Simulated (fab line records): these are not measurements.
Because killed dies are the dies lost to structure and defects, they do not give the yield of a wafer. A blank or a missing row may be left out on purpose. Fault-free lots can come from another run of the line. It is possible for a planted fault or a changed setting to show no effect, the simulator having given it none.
Matching of chambers | flow gf180mcu | GF_V3_CVD_00 on hdpcvd-02 has 3 sister chambers
The step deposits SiO2, target thk 600 nm, time 100 s. 3 wafers are shown with their chamber, then 8 later ones without.

EACH WAFER AND ITS CHAMBER
wafer  | chamber | pressure mtorr (mTorr)
L937.2 | 2       | 5.989
L937.5 | 0       | 6.008
L942.3 | 1       | 5.987

WAFERS WITHOUT THEIR CHAMBER
wafer  | pressure mtorr (mTorr)
L942.5 | 5.981
L942.6 | 5.988
L943.1 | 6.008
L943.3 | 6.025
L943.5 | 6.015
L944.3 | 6.026
L944.4 | 6.000
L944.5 | 6.025

CHAMBER TAKEN BY EACH
wafer  | from the rows above          | in truth
L942.5 | can't be placed: 1 or 2 or 0 | 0
L942.6 | can't be placed: 2 or 1 or 0 | 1
L943.1 | can't be placed: 0 or 2 or 1 | 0
L943.3 | can't be placed: 0 or 2 or 1 | 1
L943.5 | can't be placed: 0 or 2 or 1 | 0
L944.3 | can't be placed: 0 or 2 or 1 | 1
L944.4 | can't be placed: 0 or 2 or 1 | 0
L944.5 | can't be placed: 0 or 2 or 1 | 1
Correctly placed: 0 of 8. Not placeable from these rows: 8 (in 8, the candidates include the true chamber). Wrongly placed: 0.
How it was worked out, from the rows above alone: a wafer's distance from a chamber is the root of the sum, over the readings, of the square of ((its reading less the chamber's mean) divided by the reading's scatter). The wafer belongs to the nearest chamber; if the next one is less than 2 further off, it can't be placed. For every chamber, the mean is computed from those of its wafers that are shown. The scatter: with one shown wafer a chamber, the root of the mean of the squares of how far each hidden wafer lies from its nearest shown one.
